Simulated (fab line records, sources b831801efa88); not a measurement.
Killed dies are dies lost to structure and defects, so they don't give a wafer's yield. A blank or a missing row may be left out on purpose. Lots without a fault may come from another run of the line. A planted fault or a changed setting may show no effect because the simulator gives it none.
Chamber matching | flow gf180mcu | GF_V1_CMP_26 on cmp-02: 4 sister chambers
The step polishes, stops on SiO2, t overpolish 15 s, target thk 0 nm. 33 wafers are shown with their chamber, then 12 later ones without.

WAFERS WITH THEIR CHAMBER
wafer  | chamber | motor_current_A (A) | time_to_endpoint_s (s) | overpolish_run_s (s)
L074.1 | 2       | 10.7                | 96                     | 15.007
L074.3 | 0       | 13.5                | 90                     | 14.986
L074.5 | 0       | 13.4                | 88                     | 14.995
L075.2 | 0       | 13.1                | 83                     | 15.004
L075.4 | 1       | 12.1                | 85                     | 14.997
L075.6 | 3       | 8.5                 | 82                     | 14.993
L079.4 | 3       | 8.2                 | 85                     | 14.971
L079.5 | 0       | 13.6                | 88                     | 15.001
L079.6 | 3       | 8.4                 | 85                     | 14.992
L082.1 | 0       | 13.1                | 83                     | 15.000
L082.2 | 3       | 8.6                 | 85                     | 15.007
L082.5 | 1       | 12.1                | 87                     | 14.998
L083.1 | 3       | 8.0                 | 82                     | 14.997
L083.2 | 1       | 12.3                | 82                     | 15.011
L083.4 | 0       | 13.5                | 81                     | 14.997
L084.1 | 3       | 8.4                 | 78                     | 14.990
L084.2 | 0       | 13.6                | 85                     | 15.002
L084.5 | 1       | 12.3                | 83                     | 15.010
L086.2 | 3       | 8.2                 | 80                     | 15.001
L086.4 | 2       | 10.0                | 87                     | 14.997
L086.5 | 2       | 10.2                | 89                     | 15.001
L087.2 | 0       | 13.0                | 81                     | 14.986
L087.4 | 2       | 9.8                 | 84                     | 15.005
L087.5 | 0       | 13.1                | 80                     | 14.994
L088.1 | 2       | 10.2                | 93                     | 14.998
L088.5 | 2       | 9.7                 | 90                     | 14.994
L088.6 | 1       | 11.8                | 85                     | 15.000
L089.1 | 0       | 12.7                | 87                     | 15.001
L089.2 | 3       | 8.8                 | 83                     | 14.997
L089.3 | 1       | 12.0                | 86                     | 14.999
L090.1 | 2       | 10.1                | 93                     | 14.994
L090.3 | 1       | 12.6                | 90                     | 14.999
L090.5 | 1       | 12.0                | 85                     | 15.004

SIGNATURES (means of the wafers above)
reading            | chamber 0 | chamber 1 | chamber 2 | chamber 3 | scatter within a chamber
motor_current_A    | 13.260    | 12.150    | 10.100    | 8.387     | 0.284
time_to_endpoint_s | 84.60     | 85.38     | 90.29     | 82.50     | 3.2
overpolish_run_s   | 14.99660  | 15.00225  | 14.99943  | 14.99350  | 0.00724
Rule: a wafer's distance from a chamber is the root of the sum, over the readings, of the square of ((its reading less the chamber's mean) divided by the reading's scatter). The wafer belongs to the nearest chamber; if the next one is less than 2 further off, it can't be placed. The scatter: the root of (the sum of the squares of (reading less its chamber's mean) over the shown wafers, divided by (wafers less chambers)).

WAFERS WITHOUT THEIR CHAMBER
wafer  | motor_current_A (A) | time_to_endpoint_s (s) | overpolish_run_s (s)
L092.3 | 12.9                | 81                     | 15.005
L092.5 | 12.5                | 81                     | 14.996
L092.6 | 12.7                | 81                     | 15.015
L093.1 | 12.6                | 80                     | 15.003
L093.4 | 8.7                 | 79                     | 15.007
L093.6 | 12.7                | 82                     | 14.995
L094.2 | 12.4                | 83                     | 15.004
L094.4 | 13.0                | 79                     | 15.013
L094.5 | 8.7                 | 81                     | 14.995
L097.1 | 12.6                | 83                     | 14.991
L097.3 | 14.1                | 82                     | 15.003
L097.5 | 8.4                 | 79                     | 14.994

WHICH CHAMBER EACH WENT THROUGH
wafer  | from the rows above     | in truth
L092.3 | can't be placed: 0 or 1 | 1
L092.5 | can't be placed: 1 or 0 | 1
L092.6 | can't be placed: 1 or 0 | 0
L093.1 | can't be placed: 1 or 0 | 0
L093.4 | 3                       | 3
L093.6 | can't be placed: 0 or 1 | 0
L094.2 | 1                       | 1
L094.4 | can't be placed: 0 or 1 | 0
L094.5 | 3                       | 3
L097.1 | can't be placed: 1 or 0 | 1
L097.3 | 0                       | 0
L097.5 | 3                       | 3
Placed correctly: 5 of 12. Can't be placed from these rows: 7 (the true chamber is among the candidates in 7). Placed wrongly: 0.
